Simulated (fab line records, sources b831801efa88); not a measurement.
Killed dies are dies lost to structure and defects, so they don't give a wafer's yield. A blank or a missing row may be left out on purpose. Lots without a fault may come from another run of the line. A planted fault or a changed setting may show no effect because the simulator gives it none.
A struck lot beside a sound one | flow sfq_line | 14 steps out of a route of 325
Sound: wafers L781.2, L781.3, L781.6. Struck: wafers L789.2, L789.5, L789.6. The cause comes at the end.
At each step with rows: each side's tool, then ch and its chambers, then its first start. Under that, the readings that differ: sound wafers | struck wafers | difference of the means | sigmas: that difference in standard deviations of wafers without a fault.
alike: readings whose means differ by less than 2 such deviations, and words and numbers that are the same on both sides. not compared: withheld readings, readings that some wafer has no value for, bounds like >300 that may hide the same value, and numbers for which the record gives no deviation and whose values overlap.
The two part at a step that has a row with sigmas, a row that says differs or no value, or rows on one side only. Numbers that don't overlap but have no deviation are shown without sigmas and don't part them. A reading that every wafer of one side lacks parts them only if that side has two wafers or more.

SFQ_TRILAYER_M6_BARC_OPEN_METAL_ETCH_206: etches BARC in O2, target depth 125 nm, time 41.7 s.
  sound on rie_metal-03 ch 0,1, day 58 16:16; struck on rie_metal-01 ch 0,1, day 60 19:28
  alike: drypump_motor_current_A, oes_product_au, rf_fwd_power_W
  not compared: rf_hours_counter_h
then, 1 step without rows for these wafers: SFQ_TRILAYER_M6_ETCH_METAL_ETCH_162 (etches Nb in Cl2/Ar, stops on SiO2, target depth 240 nm, time 120 s).
SFQ_TRILAYER_M6_STRIP_STRIP_163: strips in O2.
  sound on rie_metal-03 ch 0,1, day 58 16:26; struck on rie_metal-01 ch 0,1, day 60 19:39
  alike: drypump_motor_current_A, oes_product_au
  not compared: rf_hours_counter_h
then, 1 step without rows for these wafers: SFQ_TRILAYER_M6_STRIP_SOLV_CLEAN_164 (cleans in NMP, time 600 s).
SFQ_TRILAYER_I6_DEP_PECVD_165: deposits SiO2 from SiH4/N2O, time 111.11 s, target thk 500 nm.
  sound on pecvd-03 ch 1,2, day 58 17:14; struck on pecvd-01 ch 1,2, day 60 20:25
  reading              | sound       | struck      | difference | sigmas
  showerhead_vpp_V (V) | 844 836 835 | 715 821 714 | -88        | -2
  alike: heater_power_w, rf_fwd_power_W, throttle_valve_pct
SFQ_TRILAYER_I6_CMP_CMP_166: polishes SiO2.
  sound on cmp-02 ch 1,3, day 61 03:37; struck on cmp-01 ch 0,1,3, day 62 18:31
  alike: motor_current_A, time_to_endpoint_s
SFQ_I6_BOW_MEAS_941:
  sound on film_metro-04, day 61 06:08; struck on film_metro-03, day 62 20:02
  alike: I6_BOW
SFQ_TRILAYER_I6_METRO_MEASURE_167:
  sound on film_metro-04, day 61 06:26; struck on film_metro-03, day 62 20:20
  alike: thk_nm
then, 4 steps without rows for these wafers: SFQ_TRILAYER_I6_VIA_LITHO_COAT_174 (resist thk 62 nm); SFQ_TRILAYER_I6_VIA_LITHO_COAT_169 (resist thk 650 nm); SFQ_TRILAYER_I6_VIA_LITHO_SOFTBAKE_173; SFQ_TRILAYER_I6_VIA_LITHO_EXPOSE_170 (exposes mask I6, target cd 700 nm).
-- the record jumps here: 4 days lie between the struck wafers' starts before and after --
SFQ_TRILAYER_I6_VIA_LITHO_PEB_172: peb time 60 s.
  sound on litho_track-03 ch 0, day 64 12:50; struck on litho_track-03, day 66 11:41
  no value came back on the struck wafers for chill_plate_temp_C (C), exhaust_pa (Pa); on the sound wafers chill_plate_temp_C (C) reads 23.05 22.93 22.82
then, 1 step without rows for these wafers: SFQ_TRILAYER_I6_VIA_LITHO_DEVELOP_171 (time 60 s).

WHERE THEY PART
First at SFQ_TRILAYER_I6_DEP_PECVD_165; last, within this record, at SFQ_TRILAYER_I6_VIA_LITHO_PEB_172.

WHY: what the simulator had put in
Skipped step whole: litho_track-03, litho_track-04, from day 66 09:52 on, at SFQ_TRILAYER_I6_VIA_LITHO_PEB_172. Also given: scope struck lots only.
